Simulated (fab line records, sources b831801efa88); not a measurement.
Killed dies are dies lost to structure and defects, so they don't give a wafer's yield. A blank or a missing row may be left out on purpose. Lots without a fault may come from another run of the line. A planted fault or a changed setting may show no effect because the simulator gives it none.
Which tool did it? | flow sky130 | 6 lots, 18 wafers sampled, at 1 step of a route of 708

WHAT THE GAUGES READ, wafer by wafer
SKY_VT_ADJUST_NCORE_OVL_MEAS_08.
lot  | measured     | on         | VT_ADJUST_NCORE_OVL (nm)
L202 | day 9 02:58  | overlay-02 | -0.5 -2.5 -2.4
L205 | day 9 22:18  | overlay-01 | 0.7 0.1 -2.1
L211 | day 11 16:04 | overlay-02 | 0.9 0.2 -2.0
L214 | day 12 11:52 | overlay-02 | -0.7 -0.7 -0.6
L218 | day 13 14:22 | overlay-02 | -0.2 -0.4 -1.8
L222 | day 15 00:43 | overlay-01 | 0.7 -0.2 1.0

WHICH TOOL RAN EACH LOT (tool, then ch and the chambers of the sampled wafers, then the start)
The record holds no process step before these readings.

THE ANSWER, worked out from the rows above alone
Rule: what is usual is taken from the lots themselves. Put in order of their means at a reading, lots are off if they are a third of the lots or fewer, leave a main group of 4 or more, and stand apart from it by a gap of 3 or more times the standard deviation of the main group's means; of several such gaps the widest counts. A main group whose means are all the same, to the digits that the tables above print for the reading, isn't used. A lot without any number at a reading at which 4 lots or more have one is off too. The other lots that the step has rows for count as sound.
No lot is off at any reading shown: from this, nothing can be told.

WHAT THE SIMULATOR HAD PUT IN
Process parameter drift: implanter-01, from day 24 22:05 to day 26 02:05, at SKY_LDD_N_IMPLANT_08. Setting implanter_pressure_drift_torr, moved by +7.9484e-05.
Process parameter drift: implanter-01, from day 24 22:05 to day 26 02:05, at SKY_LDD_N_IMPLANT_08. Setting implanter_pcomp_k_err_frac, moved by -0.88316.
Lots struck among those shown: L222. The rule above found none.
